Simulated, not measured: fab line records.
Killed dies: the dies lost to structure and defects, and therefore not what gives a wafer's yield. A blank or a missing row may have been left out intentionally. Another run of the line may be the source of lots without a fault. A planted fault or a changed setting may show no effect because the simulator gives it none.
fab line records	flow gf180mcu
record lots=24	wafers=72	lastDay=34
route steps=602 shown M1@318 M3@415 V3@447 M4@459 V4@490
lots untouched by any fault: they come from a run of this same line in which no faults occurred
startH: start of the lot's first displayed wafer, in hours after the record's first day	waitH: how many hours have passed since the lot's step before this one	" identical to the entry in the row above	L1.1+2: several wafers, shown together as one row	- no value, or no start was given	* or withheld: withheld	< > ~ a bound
route shown NAME@n: a module of which the file shows steps, and the number in the route of the first	usual: mean/standard deviation taken from wafers without a fault	same: alike in all rows	chamber/n: place in a boat	sites: per-site readings	_std_site: the values' standard deviation	_edge_site: the outer-site mean with the inner-site mean subtracted	radiusMm: for every site, how far away it sits from the centre of the wafer	mask NAME#n: copy n	behind: tool/chamber where the wafer was last shaped	hold: cause of the lot's hold/its duration in hours/its outcome	device: names the non-switching transistor (n, p or np)	end of line: the same wafers' tests at the end of the route	a step given without rows: its recipe and nothing more	killed: dies that structure and defects cost at the first sort, which is not the same as the wafer's yield	map: a wafer's dies, x killed, . not, _ none there
set.NAME: setting as actually run; set.NAME@STEP: the setting as run at that earlier step	model.NAME: the simulator's own value behind a step, which no gauge read
steps of the route over a sample of lots; a table a step, a row a wafer
services: from which hour (startH, from the record's first day; less than 0 if before it) a tool's chamber was out of use, for how many hours, and why
## steps
# step GF_M1_SPUTTER_03
# recipe material=Ti	targetThkNm=10	substrateTempC=300	chamberPressurePa=0.3	powerW=3000	timeS=6.7
# usual throttleValvePct=29.8/0.47
lot.wafer	tool	chamber	startH	waitH	throttleValvePct
L074.2	pvdSputter-04	-	367.07	0.0	29.7
L074.5	"	-	"	"	29.1
L074.6	"	-	"	"	30.3
L075.1	pvdSputter-03	-	377.22	0.0	30.0
L075.3	"	-	"	"	28.9
L075.4	"	-	"	"	30.8
L076.2	pvdSputter-01	-	389.31	0.0	29.6
L076.4	"	-	"	"	29.6
L076.6	"	-	"	"	29.6
L077.1	pvdSputter-03	-	398.25	0.0	30.5
L077.5	"	-	"	"	29.3
L077.6	"	-	"	"	29.4
L078.3	pvdSputter-04	-	403.31	0.0	29.3
L078.4	"	-	"	"	29.1
L078.6	"	-	"	"	29.1
L079.1	pvdSputter-04	-	419.91	0.0	29.1
L079.3	"	-	"	"	30.5
L079.4	"	-	"	"	29.3
L080.1	pvdSputter-03	-	425.24	0.0	29.8
L080.5	"	-	"	"	30.7
L080.6	"	-	"	"	29.7
L081.1	pvdSputter-01	-	431.91	0.0	29.8
L081.2	"	-	"	"	29.7
L081.4	"	-	"	"	30.1
L082.3	pvdSputter-03	-	436.95	0.0	29.8
L082.4	"	-	"	"	29.2
L082.6	"	-	"	"	29.3
L083.1	pvdSputter-01	-	452.77	0.0	29.4
L083.3	"	-	"	"	29.8
L083.6	"	-	"	"	30.2
L084.3	pvdSputter-04	-	457.11	0.0	29.3
L084.5	"	-	"	"	30.5
L084.6	"	-	"	"	29.2
L085.4	pvdSputter-01	-	466.76	0.0	29.6
L085.5	"	-	"	"	29.8
L085.6	"	-	"	"	29.7
L086.1	pvdSputter-01	-	472.27	0.0	29.9
L086.3	"	-	"	"	30.3
L086.5	"	-	"	"	30.2
L087.2	pvdSputter-04	-	481.01	0.0	29.3
L087.5	"	-	"	"	29.2
L087.6	"	-	"	"	30.6
L088.2	pvdSputter-03	-	490.56	0.0	29.3
L088.3	"	-	"	"	30.4
L088.6	"	-	"	"	30.5
L089.2	pvdSputter-04	-	500.18	0.0	29.1
L089.4	"	-	"	"	30.0
L089.6	"	-	"	"	29.8
L090.1	pvdSputter-01	-	508.40	0.0	30.1
L090.3	"	-	"	"	29.6
L090.6	"	-	"	"	30.3
L091.1	pvdSputter-03	-	518.15	0.0	29.1
L091.2	"	-	"	"	30.0
L091.6	"	-	"	"	29.7
L092.3	pvdSputter-03	-	526.02	0.0	30.0
L092.5	"	-	"	"	29.4
L092.6	"	-	"	"	29.6
L093.1	pvdSputter-01	-	533.76	0.0	29.7
L093.3	"	-	"	"	30.2
L093.4	"	-	"	"	29.8
L094.2	pvdSputter-01	-	539.93	0.0	29.9
L094.3	"	-	"	"	30.2
L094.6	"	-	"	"	29.7
L095.2	pvdSputter-04	-	547.15	0.0	30.5
L095.4	"	-	"	"	30.0
L095.5	"	-	"	"	30.3
L096.1	pvdSputter-03	-	555.58	0.0	30.8
L096.4	"	-	"	"	29.5
L096.5	"	-	"	"	30.1
L097.3	pvdSputter-03	-	565.86	0.0	29.4
L097.4	"	-	"	"	30.4
L097.6	"	-	"	"	29.0
# step GF_M3_THK_MEAS_06
# recipe thkMeasGauge=xrf	reads=AlCu_of_M3_SPUTTER_02
# usual M3_ALCU_THK=439/5.7
lot.wafer	tool	chamber	startH	waitH	M3_ALCU_THK[nm]
L074.2	filmMetro-03	-	468.34	0.1	439
L074.5	"	-	"	"	438
L074.6	"	-	"	"	439
L075.1	filmMetro-01	-	477.71	0.1	435
L075.3	"	-	"	"	441
L075.4	"	-	"	"	445
L076.2	filmMetro-04	-	492.56	0.1	445
L076.4	"	-	"	"	440
L076.6	"	-	"	"	427
L077.1	filmMetro-03	-	502.04	0.1	434
L077.5	"	-	"	"	434
L077.6	"	-	"	"	436
L078.3	filmMetro-01	-	506.06	0.1	445
L078.4	"	-	"	"	433
L078.6	"	-	"	"	447
L079.1	filmMetro-03	-	526.46	0.1	434
L079.3	"	-	"	"	442
L079.4	"	-	"	"	438
L080.1	filmMetro-03	-	528.61	0.1	442
L080.5	"	-	"	"	446
L080.6	"	-	"	"	438
L081.1	filmMetro-04	-	534.57	0.1	440
L081.2	"	-	"	"	436
L081.4	"	-	"	"	439
L082.3	filmMetro-04	-	538.42	0.1	438
L082.4	"	-	"	"	425
L082.6	"	-	"	"	425
L083.1	filmMetro-04	-	553.40	0.1	446
L083.3	"	-	"	"	445
L083.6	"	-	"	"	446
L084.3	filmMetro-04	-	558.69	0.1	434
L084.5	"	-	"	"	438
L084.6	"	-	"	"	444
L085.4	filmMetro-04	-	566.78	0.1	447
L085.5	"	-	"	"	443
L085.6	"	-	"	"	446
L086.1	filmMetro-03	-	570.03	0.1	438
L086.3	"	-	"	"	446
L086.5	"	-	"	"	439
L087.2	filmMetro-03	-	578.03	0.1	437
L087.5	"	-	"	"	437
L087.6	"	-	"	"	429
L088.2	filmMetro-03	-	587.85	0.1	440
L088.3	"	-	"	"	433
L088.6	"	-	"	"	433
L089.2	filmMetro-04	-	596.30	0.1	443
L089.4	"	-	"	"	443
L089.6	"	-	"	"	445
L090.1	filmMetro-04	-	604.00	0.1	438
L090.3	"	-	"	"	445
L090.6	"	-	"	"	448
L091.1	filmMetro-04	-	611.64	0.1	441
L091.2	"	-	"	"	442
L091.6	"	-	"	"	443
L092.3	filmMetro-04	-	620.65	0.1	442
L092.5	"	-	"	"	442
L092.6	"	-	"	"	444
L093.1	filmMetro-01	-	626.81	0.1	432
L093.3	"	-	"	"	439
L093.4	"	-	"	"	446
L094.2	filmMetro-03	-	632.89	0.1	437
L094.3	"	-	"	"	432
L094.6	"	-	"	"	434
L095.2	filmMetro-04	-	639.34	0.1	443
L095.4	"	-	"	"	436
L095.5	"	-	"	"	443
L096.1	filmMetro-04	-	647.32	0.1	430
L096.4	"	-	"	"	441
L096.5	"	-	"	"	441
L097.3	filmMetro-04	-	654.36	0.1	434
L097.4	"	-	"	"	436
L097.6	"	-	"	"	439
# step GF_V3_STRIP_18
# recipe chemistry=O2/N2	powerW=1400	pressureMtorr=1500	platenTempC=250	o2FlowSccm=3000	n2FlowSccm=300	overashFraction=0.5
# usual drypumpMotorCurrentA=5.9/0.4	heaterPowerW=308/15	oesProductAu=0.593/0.0051
lot.wafer	tool	chamber	startH	waitH	drypumpMotorCurrentA	heaterPowerW	oesProductAu	rfHoursCounterH
L074.2	plasmaAsher-03	1	517.53	-	6.2	304	0.596	71
L074.5	"	0	"	"	6.6	306	0.596	-
L074.6	"	1	"	"	6.1	297	0.592	-
L075.1	plasmaAsher-02	0	526.45	-	5.7	278	0.597	10
L075.3	"	0	"	"	5.7	288	0.592	-
L075.4	"	1	"	"	5.4	311	0.585	-
L076.2	plasmaAsher-02	1	541.15	-	5.3	317	0.592	11
L076.4	"	1	"	"	5.4	318	0.592	-
L076.6	"	0	"	"	5.7	288	0.592	-
L077.1	plasmaAsher-01	1	549.67	-	5.6	316	0.595	47
L077.5	"	0	"	"	6.3	313	0.596	-
L077.6	"	1	"	"	5.6	315	0.597	-
L078.3	plasmaAsher-01	1	552.91	-	5.6	319	0.587	-
L078.4	"	0	"	"	6.3	322	0.596	-
L078.6	"	1	"	"	5.6	319	0.595	-
L079.1	plasmaAsher-02	1	572.52	-	5.4	314	0.588	15
L079.3	"	1	"	"	5.3	318	0.595	-
L079.4	"	0	"	"	5.7	285	0.607	-
L080.1	plasmaAsher-01	0	575.97	-	6.3	329	0.589	50
L080.5	"	0	"	"	6.3	316	0.588	-
L080.6	"	1	"	"	5.6	313	0.591	-
L081.1	plasmaAsher-02	0	582.15	-	5.7	291	0.594	16
L081.2	"	1	"	"	5.4	314	0.589	16
L081.4	"	0	"	"	5.7	285	0.591	-
L082.3	plasmaAsher-01	0	583.14	-	6.3	312	0.593	-
L082.4	"	1	"	"	5.6	323	0.600	-
L082.6	"	1	"	"	5.6	320	0.595	-
L083.1	plasmaAsher-02	1	598.27	-	5.3	318	0.600	18
L083.3	"	1	"	"	5.3	323	0.594	-
L083.6	"	1	"	"	5.4	325	0.596	-
L084.3	plasmaAsher-01	1	604.52	-	5.6	317	0.588	-
L084.5	"	1	"	"	5.6	316	0.579	-
L084.6	"	0	"	"	6.3	314	0.596	-
L085.4	plasmaAsher-03	1	610.27	-	6.1	308	0.593	-
L085.5	"	0	"	"	6.6	315	0.592	-
L085.6	"	1	"	"	6.1	294	0.591	-
L086.1	plasmaAsher-01	0	614.00	-	6.3	313	0.600	55
L086.3	"	0	"	"	6.3	322	0.598	-
L086.5	"	0	"	"	6.3	325	0.593	-
L087.2	plasmaAsher-01	0	621.32	-	6.3	322	0.592	56
L087.5	"	1	"	"	5.6	328	0.595	-
L087.6	"	0	"	"	6.3	308	0.584	-
L088.2	plasmaAsher-02	0	631.20	-	5.7	281	0.593	22
L088.3	"	1	"	"	5.4	316	0.601	-
L088.6	"	0	"	"	5.7	275	0.602	-
L089.2	plasmaAsher-02	0	639.05	-	5.7	286	0.592	23
L089.4	"	0	"	"	5.7	276	0.599	-
L089.6	"	0	"	"	5.7	285	0.599	-
L090.1	plasmaAsher-01	1	646.14	-	5.6	315	0.594	59
L090.3	"	0	"	"	6.3	316	0.599	-
L090.6	"	1	"	"	5.6	314	0.588	-
L091.1	plasmaAsher-02	1	653.10	-	5.4	318	0.588	25
L091.2	"	0	"	"	5.7	285	0.593	25
L091.6	"	1	"	"	5.3	316	0.588	-
L092.3	plasmaAsher-02	0	662.59	-	5.7	286	0.586	-
L092.5	"	1	"	"	5.4	321	0.592	-
L092.6	"	0	"	"	5.7	288	0.591	-
L093.1	plasmaAsher-03	0	668.12	-	6.6	300	0.590	89
L093.3	"	0	"	"	6.6	311	0.593	-
L093.4	"	1	"	"	6.1	303	0.592	-
L094.2	plasmaAsher-03	1	672.90	-	6.1	304	0.596	89
L094.3	"	1	"	"	6.1	305	0.593	-
L094.6	"	1	"	"	6.1	300	0.586	-
L095.2	plasmaAsher-01	0	679.88	-	6.3	316	0.589	64
L095.4	"	1	"	"	5.6	324	0.594	-
L095.5	"	1	"	"	5.6	323	0.589	-
L096.1	plasmaAsher-03	0	686.71	-	6.6	308	0.595	91
L096.4	"	1	"	"	6.2	298	0.595	-
L096.5	"	0	"	"	6.6	302	0.601	-
L097.3	plasmaAsher-02	0	692.85	-	5.7	288	0.588	-
L097.4	"	1	"	"	5.4	313	0.587	-
L097.6	"	0	"	"	5.7	280	0.588	-
# step GF_M4_SPUTTER_03
# recipe material=Ti	targetThkNm=10	substrateTempC=300	chamberPressurePa=0.3	powerW=3000	timeS=6.7
# usual throttleValvePct=30.0/0.74
lot.wafer	tool	chamber	startH	waitH	throttleValvePct
L074.2	pvdSputter-03	-	518.95	0.0	30.5
L074.5	"	-	"	"	30.1
L074.6	"	-	"	"	30.6
L075.1	pvdSputter-03	-	527.84	0.0	29.6
L075.3	"	-	"	"	29.7
L075.4	"	-	"	"	30.7
L076.2	pvdSputter-03	-	542.54	0.0	29.8
L076.4	"	-	"	"	30.6
L076.6	"	-	"	"	29.4
L077.1	pvdSputter-02	-	551.16	0.0	31.9
L077.5	"	-	"	"	30.1
L077.6	"	-	"	"	30.8
L078.3	pvdSputter-02	-	554.27	0.0	31.0
L078.4	"	-	"	"	31.6
L078.6	"	-	"	"	31.0
L079.1	pvdSputter-04	-	574.16	0.0	29.8
L079.3	"	-	"	"	29.0
L079.4	"	-	"	"	30.7
L080.1	pvdSputter-04	-	577.54	0.0	30.3
L080.5	"	-	"	"	30.2
L080.6	"	-	"	"	28.9
L081.1	pvdSputter-02	-	583.54	0.0	30.5
L081.2	"	-	"	"	30.9
L081.4	"	-	"	"	29.3
L082.3	pvdSputter-02	-	584.49	0.0	31.0
L082.4	"	-	"	"	29.3
L082.6	"	-	"	"	29.5
L083.1	pvdSputter-04	-	599.66	0.0	30.3
L083.3	"	-	"	"	29.2
L083.6	"	-	"	"	29.2
L084.3	pvdSputter-03	-	605.99	0.0	30.7
L084.5	"	-	"	"	29.8
L084.6	"	-	"	"	30.6
L085.4	pvdSputter-02	-	611.62	0.0	29.4
L085.5	"	-	"	"	29.0
L085.6	"	-	"	"	31.4
L086.1	pvdSputter-03	-	615.42	0.0	30.6
L086.3	"	-	"	"	30.0
L086.5	"	-	"	"	29.8
L087.2	pvdSputter-04	-	622.75	0.0	29.9
L087.5	"	-	"	"	29.8
L087.6	"	-	"	"	29.1
L088.2	pvdSputter-02	-	632.59	0.0	31.0
L088.3	"	-	"	"	31.7
L088.6	"	-	"	"	30.6
L089.2	pvdSputter-03	-	640.47	0.0	30.4
L089.4	"	-	"	"	29.8
L089.6	"	-	"	"	30.5
L090.1	pvdSputter-02	-	647.56	0.0	30.9
L090.3	"	-	"	"	29.1
L090.6	"	-	"	"	29.3
L091.1	pvdSputter-04	-	654.52	0.0	29.2
L091.2	"	-	"	"	30.3
L091.6	"	-	"	"	29.2
L092.3	pvdSputter-04	-	663.94	0.0	29.2
L092.5	"	-	"	"	30.4
L092.6	"	-	"	"	29.2
L093.1	pvdSputter-03	-	669.54	0.0	30.6
L093.3	"	-	"	"	30.0
L093.4	"	-	"	"	29.1
L094.2	pvdSputter-03	-	674.30	0.0	30.8
L094.3	"	-	"	"	29.8
L094.6	"	-	"	"	29.3
L095.2	pvdSputter-04	-	681.31	0.0	29.4
L095.4	"	-	"	"	30.5
L095.5	"	-	"	"	30.5
L096.1	pvdSputter-02	-	688.09	0.0	30.3
L096.4	"	-	"	"	29.6
L096.5	"	-	"	"	30.6
L097.3	pvdSputter-04	-	694.21	0.0	29.4
L097.4	"	-	"	"	29.9
L097.6	"	-	"	"	29.4
# step GF_M4_OVL_MEAS_15
# usual M4_OVL=3/5.2
lot.wafer	tool	chamber	startH	waitH	M4_OVL[nm]
L074.2	overlay-02	-	542.08	0.1	10
L074.5	"	-	"	"	4
L074.6	"	-	"	"	7
L075.1	overlay-02	-	549.86	0.1	1
L075.3	"	-	"	"	3
L075.4	"	-	"	"	-4
L076.2	overlay-01	-	564.64	0.1	4
L076.4	"	-	"	"	7
L076.6	"	-	"	"	7
L077.1	overlay-02	-	573.55	0.1	2
L077.5	"	-	"	"	-1
L077.6	"	-	"	"	6
L078.3	overlay-02	-	576.52	0.1	5
L078.4	"	-	"	"	0
L078.6	"	-	"	"	6
L079.1	overlay-01	-	595.51	0.1	8
L079.3	"	-	"	"	10
L079.4	"	-	"	"	0
L080.1	overlay-02	-	598.72	0.1	2
L080.5	"	-	"	"	-1
L080.6	"	-	"	"	-4
L081.1	overlay-02	-	604.72	0.1	-3
L081.2	"	-	"	"	1
L081.4	"	-	"	"	3
L082.3	overlay-01	-	605.87	0.1	10
L082.4	"	-	"	"	11
L082.6	"	-	"	"	8
L083.1	overlay-01	-	621.07	0.1	6
L083.3	"	-	"	"	9
L083.6	"	-	"	"	4
L084.3	overlay-02	-	627.03	0.1	8
L084.5	"	-	"	"	7
L084.6	"	-	"	"	7
L085.4	overlay-02	-	632.52	0.1	7
L085.5	"	-	"	"	10
L085.6	"	-	"	"	4
L086.1	overlay-02	-	635.31	0.1	-1
L086.3	"	-	"	"	1
L086.5	"	-	"	"	2
L087.2	overlay-01	-	642.29	0.1	6
L087.5	"	-	"	"	-3
L087.6	"	-	"	"	2
L088.2	overlay-01	-	651.88	0.1	2
L088.3	"	-	"	"	8
L088.6	"	-	"	"	9
L089.2	overlay-02	-	661.56	0.1	2
L089.4	"	-	"	"	8
L089.6	"	-	"	"	-4
L090.1	overlay-01	-	667.14	0.1	1
L090.3	"	-	"	"	4
L090.6	"	-	"	"	2
L091.1	overlay-01	-	674.19	0.1	-2
L091.2	"	-	"	"	1
L091.6	"	-	"	"	13
L092.3	overlay-02	-	683.60	0.1	13
L092.5	"	-	"	"	12
L092.6	"	-	"	"	4
L093.1	overlay-02	-	689.34	0.1	5
L093.3	"	-	"	"	4
L093.4	"	-	"	"	2
L094.2	overlay-02	-	692.94	0.1	6
L094.3	"	-	"	"	3
L094.6	"	-	"	"	5
L095.2	overlay-02	-	699.54	0.1	-1
L095.4	"	-	"	"	6
L095.5	"	-	"	"	5
L096.1	overlay-02	-	706.57	0.1	-8
L096.4	"	-	"	"	4
L096.5	"	-	"	"	-4
L097.3	overlay-02	-	712.75	0.1	-6
L097.4	"	-	"	"	-4
L097.6	"	-	"	"	-1
# step GF_V4_CD_MEAS_14
# recipe targetCdNm=260
# usual cdNm=259.9/1.2
lot.wafer	tool	chamber	startH	waitH	cdNm
L074.2	cdSem-02	-	565.72	0.1	258.7
L074.5	"	-	"	"	261.5
L074.6	"	-	"	"	259.9
L075.1	cdSem-02	-	574.59	0.1	262.0
L075.3	"	-	"	"	262.3
L075.4	"	-	"	"	263.1
L076.2	cdSem-02	-	587.11	0.1	260.4
L076.4	"	-	"	"	258.5
L076.6	"	-	"	"	260.8
L077.1	cdSem-01	-	596.85	0.1	261.0
L077.5	"	-	"	"	260.4
L077.6	"	-	"	"	261.2
L078.3	cdSem-01	-	598.98	0.1	260.2
L078.4	"	-	"	"	261.0
L078.6	"	-	"	"	262.8
L079.1	cdSem-02	-	617.79	0.1	261.7
L079.3	"	-	"	"	260.1
L079.4	"	-	"	"	261.5
L080.1	cdSem-01	-	621.30	0.1	258.9
L080.5	"	-	"	"	260.2
L080.6	"	-	"	"	258.4
L081.1	cdSem-02	-	626.55	0.1	260.9
L081.2	"	-	"	"	261.2
L081.4	"	-	"	"	260.4
L082.3	cdSem-02	-	628.04	0.1	259.8
L082.4	"	-	"	"	259.3
L082.6	"	-	"	"	259.5
L083.1	cdSem-01	-	642.65	0.1	259.4
L083.3	"	-	"	"	260.6
L083.6	"	-	"	"	260.8
L084.3	cdSem-01	-	648.14	0.1	258.2
L084.5	"	-	"	"	258.9
L084.6	"	-	"	"	259.7
L085.4	cdSem-02	-	653.56	0.1	258.8
L085.5	"	-	"	"	258.0
L085.6	"	-	"	"	258.9
L086.1	cdSem-01	-	656.69	0.1	258.5
L086.3	"	-	"	"	258.9
L086.5	"	-	"	"	259.9
L087.2	cdSem-02	-	663.07	0.1	257.6
L087.5	"	-	"	"	257.9
L087.6	"	-	"	"	258.1
L088.2	cdSem-02	-	672.52	0.1	261.1
L088.3	"	-	"	"	260.7
L088.6	"	-	"	"	260.2
L089.2	cdSem-01	-	682.26	0.1	259.2
L089.4	"	-	"	"	260.4
L089.6	"	-	"	"	260.3
L090.1	cdSem-01	-	687.45	0.1	262.9
L090.3	"	-	"	"	259.9
L090.6	"	-	"	"	260.6
L091.1	cdSem-02	-	694.89	0.1	261.2
L091.2	"	-	"	"	260.5
L091.6	"	-	"	"	261.7
L092.3	cdSem-01	-	703.94	0.1	257.8
L092.5	"	-	"	"	258.2
L092.6	"	-	"	"	258.2
L093.1	cdSem-02	-	709.95	0.1	258.6
L093.3	"	-	"	"	258.4
L093.4	"	-	"	"	258.3
L094.2	cdSem-02	-	713.66	0.1	259.7
L094.3	"	-	"	"	259.6
L094.6	"	-	"	"	259.7
L095.2	cdSem-02	-	719.18	0.2	260.1
L095.4	"	-	"	"	259.9
L095.5	"	-	"	"	258.8
L096.1	cdSem-02	-	725.97	0.2	261.8
L096.4	"	-	"	"	261.0
L096.5	"	-	"	"	261.4
L097.3	cdSem-02	-	731.60	0.2	259.0
L097.4	"	-	"	"	259.5
L097.6	"	-	"	"	258.7
## services
tool	chamber	startH	hours	kind
pvdSputter-01	-	349.90	4.8	repair
pvdSputter-04	-	352.57	2.5	repair
pvdSputter-02	-	364.88	1.0	repair
plasmaAsher-03	-	373.55	3.1	repair
pvdSputter-03	0	380.23	-	consumableReplace:kit
pvdSputter-03	0	380.23	18.0	scheduledDown
pvdSputter-03	0	380.23	18.0	ventCycle
plasmaAsher-01	-	382.31	1.6	repair
pvdSputter-04	3	409.22	-	consumableReplace:kit
pvdSputter-04	3	409.22	18.0	scheduledDown
plasmaAsher-02	-	421.25	9.0	pm
pvdSputter-02	-	437.09	8.5	repair
pvdSputter-04	-	474.13	4.7	repair
plasmaAsher-03	-	515.26	2.1	repair
pvdSputter-04	-	515.51	19.3	repair
pvdSputter-04	-	551.54	1.4	repair
pvdSputter-03	3	573.92	-	consumableReplace:kit
pvdSputter-03	3	573.92	18.0	scheduledDown
pvdSputter-03	3	573.92	18.0	ventCycle
pvdSputter-01	-	586.78	4.7	repair
plasmaAsher-03	-	631.86	2.8	pm
pvdSputter-04	-	661.52	0.6	repair
plasmaAsher-03	-	678.87	1.6	repair
pvdSputter-03	-	687.41	3.9	repair
## key
fault none
